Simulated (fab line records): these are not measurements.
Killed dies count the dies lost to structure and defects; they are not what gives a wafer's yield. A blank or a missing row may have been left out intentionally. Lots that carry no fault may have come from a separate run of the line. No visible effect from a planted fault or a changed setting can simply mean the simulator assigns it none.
Which tool was responsible? + flow sky130 + 12 lots with 36 wafers sampled at 5 steps, on a route of 708 steps

== WHAT THE GAUGES SHOWED, per wafer ==
SKY_SONOS_ONO_THK_MEAS_01.
| lot  | measured     | on           | SONOS_ONO_OXIDATION_THK (nm) |
|------|--------------|--------------|------------------------------|
| L681 | day 11 13:50 | filmMetro-03 | 2.59 2.59 2.56               |
| L683 | day 12 05:07 | filmMetro-01 | 2.64 2.60 2.63               |
| L684 | day 13 10:13 | filmMetro-03 | 2.65 2.67 2.66               |
| L686 | day 13 17:34 | filmMetro-01 | 2.65 2.67 2.76               |
| L688 | day 14 02:31 | filmMetro-02 | 2.53 2.63 2.64               |
| L687 | day 14 05:08 | filmMetro-02 | 2.57 2.61 2.61               |
| L690 | day 15 04:04 | filmMetro-01 | 2.67 2.66 2.68               |
| L691 | day 15 04:22 | filmMetro-03 | 2.59 2.59 2.64               |
| L692 | day 15 06:51 | filmMetro-01 | 2.63 2.75 2.61               |
| L697 | day 17 05:12 | filmMetro-02 | 2.55 2.60 2.56               |
| L702 | day 18 16:01 | filmMetro-01 | 2.64 2.61 2.60               |
| L703 | day 18 20:21 | filmMetro-01 | 2.64 2.64 2.62               |

SKY_GATE_OXIDE_OVL_MEAS_10.
| lot  | measured     | on         | GATE_OXIDE_OVL (nm) |
|------|--------------|------------|---------------------|
| L681 | day 13 19:12 | overlay-02 | -1.2 -2.1 -1.0      |
| L683 | day 14 14:03 | overlay-02 | -0.8 -1.8 -1.2      |
| L684 | day 15 20:09 | overlay-02 | 3.4 3.0 2.9         |
| L686 | day 16 09:40 | overlay-01 | 0.0 0.0 -1.7        |
| L688 | day 16 13:39 | overlay-02 | 1.5 1.0 -0.7        |
| L687 | day 16 18:25 | overlay-02 | -0.2 -0.8 1.6       |
| L690 | day 17 21:37 | overlay-02 | 1.8 0.4 -0.3        |
| L691 | day 17 21:19 | overlay-01 | 1.5 2.2 0.8         |
| L692 | day 17 21:43 | overlay-01 | -0.5 -1.6 -1.2      |
| L697 | day 20 01:50 | overlay-02 | 1.8 -1.3 0.2        |
| L702 | day 21 12:22 | overlay-01 | -0.2 -0.6 0.0       |
| L703 | day 21 14:40 | overlay-01 | -0.1 -1.8 -2.3      |

SKY_RES_PROTECT_TW_MEAS_08.
| lot  | measured     | on           | POLY_GATE_TW   |
|------|--------------|--------------|----------------|
| L681 | day 15 00:44 | filmMetro-03 | 4016 4006 4002 |
| L683 | day 15 21:18 | filmMetro-04 | 4090 4131 4116 |
| L684 | day 17 03:35 | filmMetro-03 | 4040 4015 4036 |
| L686 | day 17 21:40 | filmMetro-03 | 4033 4043 4029 |
| L688 | day 18 00:02 | filmMetro-01 | 4043 4017 4023 |
| L687 | day 18 04:29 | filmMetro-04 | 4081 4081 4083 |
| L690 | day 19 07:29 | filmMetro-03 | 3993 3971 3989 |
| L691 | day 19 07:11 | filmMetro-04 | 4091 4097 4106 |
| L692 | day 19 07:40 | filmMetro-01 | 30 30 30       |
| L697 | day 21 11:37 | filmMetro-04 | 4131 4102 4093 |
| L702 | day 22 21:57 | filmMetro-01 | 4001 4014 4005 |
| L703 | day 23 00:44 | filmMetro-04 | 4099 4093 4098 |

== WHAT TOOL EACH LOT RAN ON (gives the tool, then ch and the chambers of the sampled wafers, and finally the start) ==
| lot  | SKY_GATE_OXIDE_STRIP_13             | SKY_RES_PROTECT_EXPOSE_04          |
|------|-------------------------------------|------------------------------------|
| L681 | plasmaAsher-03 ch 0,1, day 13 19:29 | ilineStepper-01 ch 0, day 14 11:08 |
| L683 | plasmaAsher-04 ch 0,1, day 14 14:20 | ilineStepper-01 ch 0, day 15 07:34 |
| L684 | plasmaAsher-03 ch 0,1, day 15 20:26 | ilineStepper-01 ch 0, day 16 13:29 |
| L686 | plasmaAsher-04 ch 0,1, day 16 10:00 | ilineStepper-01 ch 0, day 17 06:50 |
| L688 | plasmaAsher-04 ch 0,1, day 16 13:56 | ilineStepper-02 ch 0, day 17 09:47 |
| L687 | plasmaAsher-03 ch 0,1, day 16 18:44 | ilineStepper-02 ch 0, day 17 13:45 |
| L690 | plasmaAsher-04 ch 0,1, day 17 21:54 | ilineStepper-01 ch 0, day 18 16:00 |
| L691 | plasmaAsher-01 ch 0,1, day 17 21:37 | ilineStepper-01 ch 0, day 18 15:46 |
| L692 | plasmaAsher-03 ch 0,1, day 17 22:02 | ilineStepper-01 ch 0, day 18 16:16 |
| L697 | plasmaAsher-01 ch 0,1, day 20 02:13 | ilineStepper-01 ch 0, day 20 20:10 |
| L702 | plasmaAsher-04 ch 0,1, day 21 12:39 | ilineStepper-01 ch 0, day 22 07:10 |
| L703 | plasmaAsher-03 ch 0,1, day 21 14:57 | ilineStepper-01 ch 0, day 22 09:57 |
- SKY_GATE_OXIDE_STRIP_13: strips in O2/N2.
- SKY_RES_PROTECT_EXPOSE_04: exposes mask RPM, target cd 1270 nm.

== WHAT THE TOOLS THEMSELVES READ (means of the sampled wafers that have a number; where no wafer has one, the mark that the record gives instead) ==
SKY_GATE_OXIDE_STRIP_13.
| lot  | tool           | drypumpMotorCurrentA (A) | oesProductAu (a.u.) | stripTimeToEndpointS (s) |
|------|----------------|--------------------------|---------------------|--------------------------|
| L681 | plasmaAsher-03 | 5.87                     | 0.718               | 14.10                    |
| L683 | plasmaAsher-04 | 5.76                     | 0.712               | 14.18                    |
| L684 | plasmaAsher-03 | 5.88                     | 0.716               | 14.19                    |
| L686 | plasmaAsher-04 | 5.77                     | 0.713               | 14.18                    |
| L688 | plasmaAsher-04 | 5.71                     | 0.719               | 14.17                    |
| L687 | plasmaAsher-03 | 5.88                     | 0.715               | 14.16                    |
| L690 | plasmaAsher-04 | 5.74                     | 0.715               | 14.17                    |
| L691 | plasmaAsher-01 | 5.78                     | 0.717               | 14.15                    |
| L692 | plasmaAsher-03 | 5.71                     | 0.719               | 14.19                    |
| L697 | plasmaAsher-01 | 5.79                     | 0.721               | 14.19                    |
| L702 | plasmaAsher-04 | 5.71                     | 0.717               | 14.17                    |
| L703 | plasmaAsher-03 | 5.90                     | 0.712               | 14.14                    |

SKY_RES_PROTECT_EXPOSE_04.
| lot  | tool            | exposureDoseMJCm2 |
|------|-----------------|-------------------|
| L681 | ilineStepper-01 | 130.85            |
| L683 | ilineStepper-01 | 131.12            |
| L684 | ilineStepper-01 | 131.03            |
| L686 | ilineStepper-01 | 130.98            |
| L688 | ilineStepper-02 | 131.08            |
| L687 | ilineStepper-02 | 130.91            |
| L690 | ilineStepper-01 | 130.91            |
| L691 | ilineStepper-01 | 131.11            |
| L692 | ilineStepper-01 | 130.99            |
| L697 | ilineStepper-01 | 131.00            |
| L702 | ilineStepper-01 | 131.06            |
| L703 | ilineStepper-01 | 130.88            |

== THE ANSWER, worked out from the rows above alone ==
Rule: the lots themselves supply what counts as usual. The widest of any qualifying gaps counts: lots, ordered by their means at a reading, are off when they make up no more than a third of the lots, leave a main group of 4 or more, and stand apart from it by 3 or more times the standard deviation of that group's means. The tables above print the reading to a certain number of digits; a main group whose means all agree to those digits is not used. A lot without any number at a reading at which 4 lots or more have one is off too. Where the step has rows for the other lots, those lots are counted as sound. First the gauges in route order, then the tools' own readings, where a lot's mean is used as printed above. The first step at which some lot is off is used, and at that step the reading that is off furthest; a lot without a number counts as furthest.
Off: at SKY_RES_PROTECT_TW_MEAS_08 (POLY_GATE_TW), L692. For the main group the mean is 4054 and the standard deviation 44.
If a tool, at a process step before that reading, ran all the lots that are off and no sound lot after the first of them, it fits. The gauges at SKY_RES_PROTECT_TW_MEAS_08 are tried like those tools. Not one of the candidates tried fits.

== WHAT THE SIMULATOR PUT IN ==
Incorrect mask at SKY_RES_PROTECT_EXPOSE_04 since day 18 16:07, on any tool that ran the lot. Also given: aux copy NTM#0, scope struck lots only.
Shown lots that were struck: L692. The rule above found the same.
